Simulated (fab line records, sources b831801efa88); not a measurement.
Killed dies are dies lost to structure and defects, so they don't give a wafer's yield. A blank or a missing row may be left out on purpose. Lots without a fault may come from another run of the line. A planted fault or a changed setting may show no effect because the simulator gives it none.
fab line records | flow sky130
record lots=6 wafers=18 last_day=51
route steps=708 shown LDD_LDN@289 SPACER@304 POLY_CUT@307 SD_P@320 PAD_OPEN@708
lots that met no fault: from a run of the same line without faults
start_h: hours from the record's first day to the start of the lot's first wafer shown | wait_h: hours since the lot's step before | " the same as in the row above | L1.1+2: a row that stands for several wafers | - no value, or no start given | * or withheld: withheld | < > ~ a bound
route shown NAME@n: a module of which the file shows steps, and the number in the route of the first | usual: mean/standard deviation of fault-free wafers | same: alike in all rows | chamber/n: place in a boat | sites: the reading at each site | _std_site: their standard deviation | _edge_site: outer sites' mean less inner sites' | radius_mm: how far each site lies from the wafer's centre | mask NAME#n: copy n | behind: the tool/chamber that last shaped the wafer | hold: why the lot was held/for how many hours/how that ended | device: the transistor (n, p or np) that didn't switch | end of line: the same wafers' tests at the end of the route | a step without rows: its recipe alone | killed: dies lost to structure and defects at the first sort, not the wafer's yield | map: a wafer's dies, x killed, . not, _ none there
set.NAME: the setting as run; set.NAME@STEP: as run at that earlier step | model.NAME: the simulator's own value behind a step, which no gauge read
lots at some steps of the route; a table a step, a row a wafer
services: from which hour (start_h, from the record's first day; less than 0 if before it) a tool's chamber was out of use, for how many hours, and why
## steps
# step SKY_LDD_LDN_DEHYDRATE_00
# recipe temp_c=200 time_s=60
# step SKY_LDD_LDN_HMDS_01
# recipe prime_time_s=60 prime_temp_c=120
# step SKY_LDD_LDN_COAT_02
# recipe resist=NOVOLAK spin_rpm=3000 resist_thk_nm=1140
# step SKY_LDD_LDN_SOFTBAKE_03
# recipe temp_c=90 time_s=60 resist=NOVOLAK
# step SKY_LDD_LDN_EXPOSE_04
# recipe mask_id=LDNTM na=0.6 source_shape=conventional sigma_outer=0.6 polarization=unpolarized target_cd_nm=700 dose_mj=140
# step SKY_LDD_LDN_PEB_05
# recipe temp_c=withheld time_s=* resist=NOVOLAK
# step SKY_LDD_LDN_DEVELOP_06
# recipe resist=NOVOLAK developer=TMAH develop_time_s=60 dev_temp_c=23
# step SKY_LDD_LDN_OVL_MEAS_07
# usual LDD_LDN_OVL=-0.3/1.4
# columns lot.wafer tool chamber start_h wait_h LDD_LDN_OVL[nm]
L563.1 overlay-02 - 528.43 0.1 0.0
L563.2 " - " " 2.9
L563.6 " - " " 0.0
L570.1 overlay-01 - 590.94 0.1 -0.1
L570.2 " - " " 0.4
L570.4 " - " " -0.2
L571.1 overlay-01 - 607.57 0.1 -0.9
L571.2 " - " " 1.5
L571.3 " - " " 2.2
L583.1 overlay-01 - 694.38 0.1 0.4
L583.2 " - " " 0.8
L583.6 " - " " -0.2
L582.1 overlay-02 - 695.82 0.1 -1.6
L582.2 " - " " -1.2
L582.4 " - " " -0.8
L585.2 overlay-01 - 743.62 0.1 -1.5
L585.4 " - " " -2.4
L585.5 " - " " -1.4
# step SKY_LDD_LDN_IMPLANT_08
# recipe species=As energy_kev=15 dose_cm2=1.25e+13 tilt_deg=withheld rotation_deg=23
# step SKY_LDD_LDN_IMPLANT_09
# recipe species=As energy_kev=15 dose_cm2=1.25e+13 tilt_deg=withheld rotation_deg=113
# step SKY_LDD_LDN_IMPLANT_10
# recipe species=As energy_kev=14.87 dose_cm2=1.25e+13 tilt_deg=withheld rotation_deg=203
# step SKY_LDD_LDN_IMPLANT_11
# recipe species=As energy_kev=15 dose_cm2=1.25e+13 tilt_deg=withheld rotation_deg=293
# step SKY_LDD_LDN_STRIP_12
# recipe chemistry=O2/N2 power_w=1400 pressure_mtorr=1500 platen_temp_c=withheld o2_flow_sccm=3000 n2_flow_sccm=300 overash_fraction=0.5
# usual drypump_motor_current_A=6.00/0.24 oes_product_au=0.716/0.0043 strip_time_to_endpoint_s=14.17/0.034
# columns lot.wafer tool chamber start_h wait_h drypump_motor_current_A oes_product_au rf_hours_counter_h strip_time_to_endpoint_s
L563.1 plasma_asher-01 1 529.07 0.1 5.97 0.709 8 14.12
L563.2 " 0 " " 5.82 0.717 8 14.15
L563.6 " 0 " " 5.79 0.714 - 14.19
L570.1 plasma_asher-01 0 591.57 0.1 5.81 0.719 15 14.16
L570.2 " 1 " " 5.99 0.714 15 14.11
L570.4 " 1 " " 5.99 0.720 - 14.16
L571.1 plasma_asher-01 0 608.20 0.1 5.79 0.718 17 14.13
L571.2 " 1 " " 6.01 0.717 17 14.10
L571.3 " 1 " " 6.02 0.720 - 14.16
L583.1 plasma_asher-02 1 695.02 0.1 5.81 0.712 58 14.18
L583.2 " 0 " " 6.32 0.719 58 14.15
L583.6 " 0 " " 6.32 0.716 - 14.15
L582.1 plasma_asher-01 0 696.45 0.1 5.80 0.719 25 14.17
L582.2 " 1 " " 5.98 0.716 25 14.16
L582.4 " 1 " " 5.99 0.724 - 14.17
L585.2 plasma_asher-04 0 744.25 0.1 6.35 0.715 93 14.28
L585.4 " 1 " " 5.81 0.724 - 14.19
L585.5 " 0 " " 6.34 0.711 - 14.19
# step SKY_LDD_LDN_TW_MEAS_13
# usual LDD_LDN_TW=1460/5.6
# columns lot.wafer tool chamber start_h wait_h LDD_LDN_TW
L563.1 film_metro-01 - 529.17 0.1 1456
L563.2 " - " " 1460
L563.6 " - " " 1462
L570.1 film_metro-04 - 591.67 0.1 1460
L570.2 " - " " 1464
L570.4 " - " " 1455
L571.1 film_metro-03 - 608.30 0.1 1457
L571.2 " - " " 1451
L571.3 " - " " 1453
L583.1 film_metro-01 - 695.12 0.1 1457
L583.2 " - " " 1463
L583.6 " - " " 1460
L582.1 film_metro-01 - 696.55 0.1 1456
L582.2 " - " " 1460
L582.4 " - " " 1463
L585.2 film_metro-04 - 744.36 0.1 1455
L585.4 " - " " 1459
L585.5 " - " " 1453
# step SKY_LDD_LDN_CLEAN_14
# recipe chemistry=SC1/SC2 mix=1:4:20 temp_c=70 time_s=150 dry=n2_spin
# step SKY_SPACER_CVD_00
# recipe material=Si3N4 precursor=DCS/NH3 target_thk_nm=43.1 temp_c=770 time_s=740 pressure_mtorr=250
# step SKY_SPACER_THK_MEAS_01
# recipe reads=Si3N4_of_SPACER_CVD_00
# usual SPACER_CVD_00_THK=43.2/0.39
# columns lot.wafer tool chamber start_h wait_h SPACER_CVD_00_THK[nm]
L563.1 film_metro-02 - 531.25 0.0 42.6
L563.2 " - " " 42.9
L563.6 " - " " 42.7
L570.1 film_metro-01 - 594.76 0.0 43.2
L570.2 " - " " 43.2
L570.4 " - " " 43.5
L571.1 film_metro-03 - 610.24 0.0 42.6
L571.2 " - " " 43.2
L571.3 " - " " 42.9
L583.1 film_metro-03 - 696.44 0.0 43.5
L583.2 " - " " 43.8
L583.6 " - " " 43.9
L582.1 film_metro-01 - 697.87 0.0 43.2
L582.2 " - " " 42.8
L582.4 " - " " 43.3
L585.2 film_metro-01 - 746.76 0.0 43.5
L585.4 " - " " 43.3
L585.5 " - " " 43.3
# step SKY_SPACER_ETCHBACK_02
# recipe chemistry=CH3F/O2 target=Si3N4 stop_on=SiO2 source_w=400 bias_w=80 pressure_mtorr=25 ch3f_flow_sccm=40 O2_flow_sccm=30 time_s=46.7 target_depth_a=450
# usual drypump_motor_current_A=5.9/0.45 oes_product_au=0.856/0.0063 throttle_valve_pct=10.564/0.009
# columns lot.wafer tool chamber start_h wait_h drypump_motor_current_A oes_product_au rf_hours_counter_h throttle_valve_pct
L563.1 rie_diel-03 1 531.31 0.1 5.9 0.846 9 10.577
L563.2 " 3 " " 6.4 0.854 47 10.561
L563.6 " 2 " " 6.4 0.853 - 10.568
L570.1 rie_diel-03 1 594.82 0.1 5.9 0.854 10 10.572
L570.2 " 3 " " 6.4 0.856 49 10.569
L570.4 " 0 " " 5.5 0.863 7 10.568
L571.1 rie_diel-04 3 610.30 0.1 5.9 0.842 1 10.565
L571.2 " 0 " " 5.7 0.859 9 10.568
L571.3 " 2 " " 6.4 0.855 2 10.563
L583.1 rie_diel-04 1 696.50 0.1 5.8 0.851 2 10.571
L583.2 " 3 " " 5.9 0.866 3 10.545
L583.6 " 3 " " 6.0 0.856 - 10.573
L582.1 rie_diel-01 0 697.93 0.1 5.9 0.850 2 10.578
L582.2 " 1 " " 6.1 0.854 9 10.559
L582.4 " 2 " " 5.4 0.855 14 10.561
L585.2 rie_diel-01 2 746.81 0.0 5.4 0.861 15 10.563
L585.4 " 1 " " 6.1 0.851 10 10.573
L585.5 " 3 " " 4.9 0.857 - 10.561
# step SKY_POLY_CUT_DEHYDRATE_00
# recipe temp_c=200 time_s=60
# step SKY_POLY_CUT_HMDS_01
# recipe prime_time_s=60 prime_temp_c=120
# step SKY_POLY_CUT_COAT_02
# recipe resist=BARC temp_c=withheld time_s=withheld spin_rpm=3000 resist_thk_nm=60
# step SKY_POLY_CUT_COAT_03
# recipe resist=KrF-thick spin_rpm=3000 resist_thk_nm=450
# step SKY_POLY_CUT_SOFTBAKE_04
# recipe temp_c=100 time_s=90 resist=KrF-thick
# step SKY_POLY_CUT_EXPOSE_05
# recipe mask_id=NPCM na=0.8 source_shape=annular sigma_inner=0.55 sigma_outer=0.85 target_cd_nm=270 dose_mj=32
# step SKY_POLY_CUT_PEB_06
# recipe peb_temp_c=withheld peb_time_s=withheld resist=KrF-thick
# step SKY_POLY_CUT_DEVELOP_07
# recipe develop_time_s=60 resist=KrF-thick dev_temp_c=21
# step SKY_POLY_CUT_CD_MEAS_08
# recipe target_cd_nm=270
# usual cd_nm=269.8/1.7
# columns lot.wafer tool chamber start_h wait_h cd_nm
L563.1 cd_sem-01 - 561.24 - 272.2
L563.2 " - " " 271.4
L563.6 " - " " 272.9
L570.1 cd_sem-01 - 624.29 - 268.7
L570.2 " - " " 268.8
L570.4 " - " " 268.5
L571.1 cd_sem-01 - 639.39 - 270.8
L571.2 " - " " 270.1
L571.3 " - " " 271.7
L583.1 cd_sem-01 - 724.98 - 269.1
L583.2 " - " " 268.5
L583.6 " - " " 269.8
L582.1 cd_sem-01 - 725.69 - 270.9
L582.2 " - " " 271.9
L582.4 " - " " 270.1
L585.2 cd_sem-01 - 774.75 - 272.0
L585.4 " - " " 272.4
L585.5 " - " " 271.8
# step SKY_POLY_CUT_OVL_MEAS_09
# usual POLY_CUT_OVL=-2/6.8
# columns lot.wafer tool chamber start_h wait_h POLY_CUT_OVL[nm]
L563.1 overlay-01 - 561.36 0.1 12
L563.2 " - " " 2
L563.6 " - " " 4
L570.1 overlay-01 - 624.41 0.1 -14
L570.2 " - " " -2
L570.4 " - " " 0
L571.1 overlay-02 - 639.51 0.1 -16
L571.2 " - " " -11
L571.3 " - " " -14
L583.1 overlay-01 - 725.10 0.1 0
L583.2 " - " " -4
L583.6 " - " " -7
L582.1 overlay-01 - 725.81 0.1 -1
L582.2 " - " " 13
L582.4 " - " " 6
L585.2 overlay-01 - 774.86 0.1 -8
L585.4 " - " " -3
L585.5 " - " " -5
# step SKY_POLY_CUT_ETCH_10
# recipe chemistry=N2/H2 target=BARC ion_energy_ev=200 source_w=500 bias_w=100 pressure_mtorr=30 n2_flow_sccm=100 h2_flow_sccm=200 stop_on=SiO2 time_s=45.9 target_depth_a=600
# usual drypump_motor_current_A=5.7/0.42 oes_product_au=0.855/0.0046 throttle_valve_pct=13.224/0.009
# columns lot.wafer tool chamber start_h wait_h drypump_motor_current_A oes_product_au rf_hours_counter_h throttle_valve_pct
L563.1 rie_diel-02 1 561.39 0.0 5.7 0.859 18 13.222
L563.2 " 3 " " 5.4 0.848 12 13.218
L563.6 " 1 " " 5.7 0.857 - 13.213
L570.1 rie_diel-01 0 624.44 0.0 5.8 0.852 0 13.242
L570.2 " 2 " " 5.4 0.848 12 13.228
L570.4 " 1 " " 6.1 0.843 8 13.221
L571.1 rie_diel-01 0 639.54 0.0 5.8 0.858 1 13.224
L571.2 " 2 " " 5.5 0.853 12 13.217
L571.3 " 1 " " 6.1 0.853 8 13.222
L583.1 rie_diel-02 0 725.14 0.0 5.9 0.853 29 13.213
L583.2 " 2 " " 5.8 0.853 2 13.217
L583.6 " 2 " " 5.8 0.855 - 13.225
L582.1 rie_diel-03 1 725.84 0.0 5.8 0.850 13 13.234
L582.2 " 2 " " 6.4 0.858 17 13.230
L582.4 " 1 " " 5.9 0.855 - 13.209
L585.2 rie_diel-01 0 774.89 0.0 5.8 0.862 3 13.217
L585.4 " 3 " " 5.0 0.853 6 13.228
L585.5 " 3 " " 5.0 0.857 - 13.223
# step SKY_POLY_CUT_ETCH_11
# recipe target=Si3N4 chemistry=CF4/CH2F2/Ar stop_on=poly-Si source_w=600 bias_w=150 pressure_mtorr=40 cf4_flow_sccm=40 ch2f2_flow_sccm=20 Ar_flow_sccm=150 time_s=42.5 target_depth_a=600
# usual drypump_motor_current_A=5.7/0.42 oes_product_au=0.832/0.006 throttle_valve_pct=14.995/0.0092
# columns lot.wafer tool chamber start_h wait_h drypump_motor_current_A oes_product_au rf_hours_counter_h throttle_valve_pct
L563.1 rie_diel-02 1 561.44 0.0 5.7 0.832 18 15.021
L563.2 " 3 " " 5.4 0.841 12 15.009
L563.6 " 1 " " 5.7 0.828 - 14.999
L570.1 rie_diel-01 0 624.49 0.0 5.8 0.836 0 15.007
L570.2 " 2 " " 5.4 0.845 12 15.010
L570.4 " 1 " " 6.2 0.840 8 14.978
L571.1 rie_diel-01 0 639.59 0.0 5.9 0.831 1 15.010
L571.2 " 2 " " 5.4 0.840 12 15.012
L571.3 " 1 " " 6.1 0.835 8 14.992
L583.1 rie_diel-02 0 725.18 0.0 5.9 0.833 29 15.014
L583.2 " 2 " " 5.8 0.833 2 14.996
L583.6 " 2 " " 5.8 0.835 - 14.991
L582.1 rie_diel-03 1 725.89 0.0 5.9 0.834 13 15.008
L582.2 " 2 " " 6.4 0.838 17 15.007
L582.4 " 1 " " 5.8 0.829 - 15.000
L585.2 rie_diel-01 0 774.93 0.0 5.8 0.826 3 15.001
L585.4 " 3 " " 4.9 0.826 6 14.993
L585.5 " 3 " " 4.9 0.823 - 15.002
# step SKY_POLY_CUT_STRIP_12
# recipe chemistry=O2/N2 power_w=1400 pressure_mtorr=1500 platen_temp_c=withheld o2_flow_sccm=3000 n2_flow_sccm=300 overash_fraction=0.5
# usual drypump_motor_current_A=6.0/0.39 oes_product_au=0.453/0.0045 strip_time_to_endpoint_s=5.349/0.015
# columns lot.wafer tool chamber start_h wait_h drypump_motor_current_A oes_product_au rf_hours_counter_h strip_time_to_endpoint_s
L563.1 plasma_asher-04 0 561.48 0.0 6.3 0.457 74 5.347
L563.2 " 1 " " 5.8 0.452 74 5.336
L563.6 " 0 " " 6.4 0.464 - 5.340
L570.1 plasma_asher-04 1 624.53 0.0 5.8 0.452 80 5.359
L570.2 " 0 " " 6.4 0.451 80 5.356
L570.4 " 1 " " 5.8 0.456 - 5.372
L571.1 plasma_asher-01 1 639.63 0.0 6.0 0.451 20 5.358
L571.2 " 0 " " 5.8 0.455 20 5.355
L571.3 " 1 " " 6.0 0.455 - 5.365
L583.1 plasma_asher-03 0 725.22 0.0 6.6 0.458 99 5.345
L583.2 " 1 " " 5.5 0.452 99 5.326
L583.6 " 0 " " 6.6 0.457 - 5.342
L582.1 plasma_asher-01 1 725.93 0.0 5.9 0.449 28 5.370
L582.2 " 0 " " 5.8 0.451 28 5.332
L582.4 " 0 " " 5.8 0.457 - 5.341
L585.2 plasma_asher-01 1 774.97 0.0 6.0 0.454 31 5.378
L585.4 " 0 " " 5.8 0.453 - 5.355
L585.5 " 0 " " 5.8 0.461 - 5.367
# step SKY_SD_P_DEHYDRATE_00
# recipe temp_c=200 time_s=60
# step SKY_SD_P_HMDS_01
# recipe prime_time_s=60 prime_temp_c=120
# step SKY_SD_P_COAT_02
# recipe resist=NOVOLAK spin_rpm=3000 resist_thk_nm=1140
# step SKY_SD_P_SOFTBAKE_03
# recipe temp_c=90 time_s=60 resist=NOVOLAK
# step SKY_SD_P_EXPOSE_04
# recipe mask_id=PSDM na=0.6 source_shape=conventional sigma_outer=0.6 polarization=unpolarized target_cd_nm=380 dose_mj=138
# step SKY_SD_P_PEB_05
# recipe temp_c=withheld time_s=* resist=NOVOLAK
# step SKY_SD_P_DEVELOP_06
# recipe resist=NOVOLAK developer=TMAH develop_time_s=60 dev_temp_c=23
# step SKY_SD_P_CD_MEAS_07
# recipe target_cd_nm=380
# usual cd_nm=379.2/2.6
# columns lot.wafer tool chamber start_h wait_h cd_nm
L563.1 cd_sem-01 - 591.72 0.1 379.4
L563.2 " - " " 380.3
L563.6 " - " " 379.2
L570.1 cd_sem-02 - 654.32 0.1 379.6
L570.2 " - " " 377.0
L570.4 " - " " 378.9
L571.1 cd_sem-01 - 668.74 0.1 380.2
L571.2 " - " " 379.2
L571.3 " - " " 379.7
L583.1 cd_sem-02 - 752.21 0.1 380.9
L583.2 " - " " 379.9
L583.6 " - " " 380.4
L582.1 cd_sem-01 - 753.42 0.1 378.4
L582.2 " - " " 378.4
L582.4 " - " " 378.3
L585.2 cd_sem-01 - 800.96 0.1 378.3
L585.4 " - " " 375.3
L585.5 " - " " 376.7
# step SKY_SD_P_OVL_MEAS_08
# usual SD_P_OVL=-0.5/1.3
# columns lot.wafer tool chamber start_h wait_h SD_P_OVL[nm]
L563.1 overlay-02 - 591.84 0.1 0.4
L563.2 " - " " -0.4
L563.6 " - " " -1.0
L570.1 overlay-01 - 654.44 0.1 -0.1
L570.2 " - " " 0.0
L570.4 " - " " -1.0
L571.1 overlay-01 - 668.86 0.1 0.3
L571.2 " - " " -1.0
L571.3 " - " " -0.1
L583.1 overlay-02 - 752.33 0.1 1.2
L583.2 " - " " 2.1
L583.6 " - " " -0.2
L582.1 overlay-02 - 753.54 0.1 -0.5
L582.2 " - " " -1.8
L582.4 " - " " -0.2
L585.2 overlay-01 - 801.06 0.1 -0.1
L585.4 " - " " -1.4
L585.5 " - " " 0.1
# step SKY_SD_P_IMPLANT_09
# recipe species=BF2 energy_kev=20 dose_cm2=3e+15 tilt_deg=0
# step SKY_SD_P_STRIP_10
# recipe chemistry=O2/N2 power_w=1400 pressure_mtorr=1500 platen_temp_c=withheld o2_flow_sccm=3000 n2_flow_sccm=300 overash_fraction=0.5
# usual drypump_motor_current_A=6.0/0.42 oes_product_au=0.618/0.0046 strip_time_to_endpoint_s=17.50/0.038
# columns lot.wafer tool chamber start_h wait_h drypump_motor_current_A oes_product_au rf_hours_counter_h strip_time_to_endpoint_s
L563.1 plasma_asher-02 1 592.02 0.1 5.8 0.613 47 17.61
L563.2 " 0 " " 6.4 0.618 47 17.60
L563.6 " 1 " " 5.8 0.621 - 17.60
L570.1 plasma_asher-04 1 654.62 0.1 5.7 0.620 83 17.53
L570.2 " 0 " " 6.4 0.612 83 17.49
L570.4 " 0 " " 6.4 0.612 - 17.47
L571.1 plasma_asher-02 1 669.04 0.1 5.8 0.611 56 17.52
L571.2 " 0 " " 6.3 0.627 56 17.52
L571.3 " 1 " " 5.8 0.618 - 17.54
L583.1 plasma_asher-03 0 752.51 0.1 6.5 0.617 1 17.49
L583.2 " 1 " " 5.5 0.616 1 17.51
L583.6 " 1 " " 5.4 0.616 - 17.49
L582.1 plasma_asher-03 0 753.72 0.1 6.6 0.620 1 17.54
L582.2 " 1 " " 5.5 0.613 1 17.49
L582.4 " 0 " " 6.6 0.615 - 17.54
L585.2 plasma_asher-03 0 801.24 0.1 6.6 0.619 5 17.48
L585.4 " 1 " " 5.5 0.611 - 17.51
L585.5 " 0 " " 6.6 0.618 - 17.46
# step SKY_PAD_OPEN_PROBE_99
# usual killed_at_M0_to_M3=43/6.8 killed_at_M4_up=3.1/1.8 killed_at_contacts=25/5.8 killed_at_front_end=15/4.2 killed_at_other=0.3/0.5 killed_dies=87/9.7 killed_open=47/7.3 killed_short=39/6.6
# same gross_dies=492 killed_at_back_side=0
# columns lot.wafer tool chamber start_h wait_h hold killed_at_M0_to_M3 killed_at_M4_up killed_at_contacts killed_at_front_end killed_at_other killed_dies killed_open killed_short
L563.1 prober-02 - 1077.36 0.1 - 48 3 31 16 1 99 50 49
L563.2 prober-02 - 1077.41 0.1 - 41 5 20 8 1 75 42 33
L563.6 prober-02 - 1077.61 0.2 - 36 2 15 15 1 69 28 41
L570.1 prober-01 - 1120.05 0.1 await_dispo/3.4h/release 37 3 31 59 0 130 45 43
L570.2 prober-01 - 1120.10 0.1 await_dispo/3.4h/release 51 4 23 79 0 157 49 42
L570.4 prober-01 - 1120.20 0.2 await_dispo/3.4h/release 34 2 21 80 0 137 39 34
L571.1 prober-01 - 1133.60 0.1 await_dispo/3.7h/release 32 2 26 56 0 116 37 32
L571.2 prober-01 - 1133.65 0.1 await_dispo/3.7h/release 41 0 25 84 0 150 50 27
L571.3 prober-01 - 1133.70 0.2 await_dispo/3.7h/release 36 3 25 90 0 154 51 34
L583.1 prober-01 - 1188.04 0.1 - 38 2 24 13 0 77 41 36
L583.2 prober-01 - 1188.09 0.1 - 46 4 31 16 0 97 57 40
L583.6 prober-01 - 1188.29 0.2 - 42 3 17 19 0 81 42 39
L582.1 prober-02 - 1189.90 0.1 - 46 3 27 10 0 86 54 32
L582.2 prober-02 - 1189.95 0.1 - 54 4 22 18 0 98 48 50
L582.4 prober-02 - 1190.05 0.2 - 37 5 19 24 2 87 45 42
L585.2 prober-01 - 1214.54 0.1 - 47 7 20 17 1 92 47 45
L585.4 prober-01 - 1214.64 0.2 - 47 1 28 15 0 91 46 45
L585.5 prober-01 - 1214.69 0.2 - 43 2 23 13 0 81 47 34
# killed by level:class
L563.1 CONTACT:geometric_particle:open=12 VIA3:geometric_particle:open=8 VIA1:geometric_particle:open=8 VIA1:geometric_particle:short=8 VIA2:geometric_particle:open=8 CONTACT:geometric_particle:short=7 FIELD_ISO:geometric_particle:open=5 LOCAL_INTERCONNECT:geometric_particle:short=5
L563.2 CONTACT:geometric_particle:open=8 VIA1:geometric_particle:open=7 METAL2:geometric_particle:short=7 LI_CONTACT:geometric_particle:open=5 VIA2:geometric_particle:short=5 VIA3:geometric_particle:open=5 VIA2:geometric_particle:open=4 LOCAL_INTERCONNECT:geometric_particle:short=3
L563.6 VIA2:geometric_particle:short=6 FIELD_ISO:geometric_particle:short=5 VIA2:geometric_particle:open=5 VIA1:geometric_particle:open=5 METAL1:geometric_particle:short=4 CONTACT:geometric_particle:open=4 METAL2:geometric_particle:short=4 VIA3:geometric_particle:open=4
L570.1 LDD_LDN:unspecified=42 VIA2:geometric_particle:open=9 CONTACT:geometric_particle:short=8 CONTACT:geometric_particle:open=7 VIA1:geometric_particle:open=6 LI_CONTACT:geometric_particle:open=6 POLY_GATE:geometric_particle:open=5 LI_CONTACT:geometric_particle:short=5
L570.2 LDD_LDN:unspecified=66 VIA1:geometric_particle:open=10 LI_CONTACT:geometric_particle:open=9 METAL2:geometric_particle:short=8 VIA1:geometric_particle:short=7 METAL1:geometric_particle:open=6 VIA3:geometric_particle:open=6 CONTACT:geometric_particle:open=5
L570.4 LDD_LDN:unspecified=64 CONTACT:geometric_particle:open=8 VIA1:geometric_particle:open=8 POLY_GATE:geometric_particle:open=5 LI_CONTACT:geometric_particle:open=5 VIA2:geometric_particle:short=4 POLY_GATE:geometric_particle:short=4 METAL1:geometric_particle:short=4
L571.1 LDD_LDN:unspecified=47 CONTACT:geometric_particle:open=13 VIA2:geometric_particle:open=6 LI_CONTACT:geometric_particle:open=5 METAL2:geometric_particle:short=5 CONTACT:geometric_particle:short=4 VIA1:geometric_particle:open=4 POLY_GATE:geometric_particle:short=3
L571.2 LDD_LDN:unspecified=73 CONTACT:geometric_particle:open=12 VIA3:geometric_particle:open=9 VIA2:geometric_particle:open=7 VIA2:geometric_particle:short=6 LI_CONTACT:geometric_particle:open=5 VIA1:geometric_particle:open=5 VIA1:geometric_particle:short=4
L571.3 LDD_LDN:unspecified=69 CONTACT:geometric_particle:open=10 VIA1:geometric_particle:open=8 METAL2:geometric_particle:short=7 VIA3:geometric_particle:open=7 FIELD_ISO:geometric_particle:short=5 POLY_GATE:geometric_particle:open=5 LI_CONTACT:geometric_particle:open=5
L583.1 CONTACT:geometric_particle:open=11 FIELD_ISO:geometric_particle:open=7 VIA1:geometric_particle:open=6 VIA2:geometric_particle:open=6 VIA1:geometric_particle:short=5 LI_CONTACT:geometric_particle:short=4 LOCAL_INTERCONNECT:geometric_particle:short=4 METAL3:geometric_particle:short=4
L583.2 CONTACT:geometric_particle:open=15 VIA1:geometric_particle:open=11 VIA3:geometric_particle:open=9 LOCAL_INTERCONNECT:geometric_particle:short=7 FIELD_ISO:geometric_particle:short=6 FIELD_ISO:geometric_particle:open=5 LI_CONTACT:geometric_particle:open=5 VIA3:geometric_particle:short=5
L583.6 VIA1:geometric_particle:open=13 VIA2:geometric_particle:open=8 FIELD_ISO:geometric_particle:short=7 CONTACT:geometric_particle:short=6 CONTACT:geometric_particle:open=5 VIA1:geometric_particle:short=5 METAL2:geometric_particle:short=5 FIELD_ISO:geometric_particle:open=4
L582.1 CONTACT:geometric_particle:open=13 VIA1:geometric_particle:open=11 METAL1:geometric_particle:short=9 METAL2:geometric_particle:short=6 VIA3:geometric_particle:open=6 LOCAL_INTERCONNECT:geometric_particle:short=5 FIELD_ISO:geometric_particle:open=4 POLY_GATE:geometric_particle:open=4
L582.2 VIA1:geometric_particle:open=13 METAL2:geometric_particle:short=8 METAL1:geometric_particle:short=8 VIA3:geometric_particle:open=7 LI_CONTACT:geometric_particle:open=6 VIA1:geometric_particle:short=5 POLY_GATE:geometric_particle:open=5 POLY_GATE:geometric_particle:short=5
L582.4 VIA1:geometric_particle:open=10 FIELD_ISO:geometric_particle:short=6 POLY_GATE:geometric_particle:open=6 CONTACT:geometric_particle:open=6 VIA3:geometric_particle:open=6 FIELD_ISO:geometric_particle:open=5 LI_CONTACT:geometric_particle:open=5 CONTACT:geometric_particle:short=5
L585.2 VIA1:geometric_particle:open=14 CONTACT:geometric_particle:open=8 VIA1:geometric_particle:short=7 VIA3:geometric_particle:open=7 METAL4:geometric_particle:short=6 LI_CONTACT:geometric_particle:open=5 CONTACT:geometric_particle:short=5 VIA3:geometric_particle:short=5
L585.4 CONTACT:geometric_particle:open=8 LOCAL_INTERCONNECT:geometric_particle:short=8 VIA1:geometric_particle:open=8 VIA3:geometric_particle:open=7 VIA2:geometric_particle:open=6 FIELD_ISO:geometric_particle:open=5 CONTACT:geometric_particle:short=5 METAL2:geometric_particle:open=5
L585.5 VIA1:geometric_particle:open=11 CONTACT:geometric_particle:open=8 METAL2:geometric_particle:short=6 FIELD_ISO:geometric_particle:open=5 LI_CONTACT:geometric_particle:open=5 LOCAL_INTERCONNECT:geometric_particle:short=5 VIA2:geometric_particle:open=5 VIA1:geometric_particle:short=4
# map L570.2 (x killed, . not)
__________....x..x.._________
________.....x........_______
______..x.x...xx........_____
_____...xx.x.x.x.x.x...xx____
____...........xx.x...xxx.___
___x....x..x.xxxxxxxxx.....__
__..x.....x.xxxxxxxxx.x...x._
_xx...x......xxxxxxxx..x..x.x
_...........xxxxxxxxxx.x.....
_....x.xx....xxxxxxxxx..xx..x
_.......x...x.xxxxxxx..x.....
_x.....xx.x...xxxxxxxxx..x...
_.............x.xx.xxx..x.x..
_....x...x..x.x....x.xx......
_......x......x.........x.x..
__...x....xx............x.x._
___x.xx.x.x..x.........x..x__
____......x...............___
_____....x.x....x........____
______xxx..............._____
________..xx.....x..x._______
__________..x....x.x_________
# map L571.3 (x killed, . not)
__________.......x.._________
________x...x..x......_______
______..x....x....x....._____
_____..x..x.x....x.x.....____
____....x......xxxx......x___
___xx........x.xxxxxxx.....__
__...........xxxxxxxxx......_
_.x.......x.xxxxxxxxxxx.x...x
_........x..xxxxxxxxxxx......
_xx.....x..xxxxxxxxxxx...x...
_.....x.....xxxxxxxxxx.......
_........x....xxxxxxxx.......
_......xx.....x.xx.xx...x....
_x..........x..xx..xx.x......
_x.xx...x..x.x..x.x.xx..xx...
__x....x..x..x.....x........_
___...x...x..x.....x.......__
____x...x.x..x............___
_____x...x..x.....x.x....____
______x...x...xx......x._____
________..x.....x...x._______
__________x...x....._________
## services
# columns tool chamber start_h hours kind
rie_diel-02 - 516.46 0.5 repair
plasma_asher-03 - 541.40 10.2 repair
rie_diel-02 - 550.23 0.6 repair
rie_diel-02 0 579.77 1.2 repair
rie_diel-03 1 584.00 3.7 repair
rie_diel-02 0 602.26 2.3 repair
rie_diel-03 3 626.52 2.3 repair
rie_diel-02 1 629.49 3.1 repair
plasma_asher-03 - 649.88 4.2 repair
rie_diel-01 1 676.35 7.5 repair
plasma_asher-02 - 688.67 2.8 pm
rie_diel-03 - 695.88 4.3 repair
rie_diel-03 2 698.08 3.5 repair
rie_diel-02 3 710.44 3.2 repair
rie_diel-01 0 716.09 1.3 repair
plasma_asher-01 - 732.68 15.6 pm
plasma_asher-03 - 733.75 9.0 pm
plasma_asher-03 - 747.62 4.1 repair
rie_diel-01 0 756.11 9.3 repair
plasma_asher-01 - 756.93 2.8 pm
rie_diel-01 3 756.96 1.9 repair
rie_diel-01 - 786.51 1.4 repair
plasma_asher-04 - 787.98 3.2 repair
rie_diel-02 3 790.15 6.4 repair
## key
first_sign step=SKY_PAD_OPEN_PROBE_99 reading=killed_at_front_end direction=up sigmas=14 usual=15 struck=75
effect step=SKY_PAD_OPEN_PROBE_99 reading=killed_dies direction=up sigmas=5.6 usual=87 struck=141
met_at SKY_LDD_LDN_STRIP_12
struck_wafers L570.1,L570.2,L570.4,L571.1,L571.2,L571.3
tester_left_out L570,L571
onset_between 529.07 591.57
fault kind=chamber_particle_source tool=plasma_asher-01 chamber=- onset_h=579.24 steps=SKY_LDD_LDN_STRIP_12 rate_per_visit_cm2=1.9347 end_h=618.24
# tester_left_out: of these lots the tester's yield and bins aren't shown, on N5 and GAA mostly nor the transistor test; their killed dies are dies lost to structure and defects alone, not to doping, threshold or leakage, so they don't give the yield
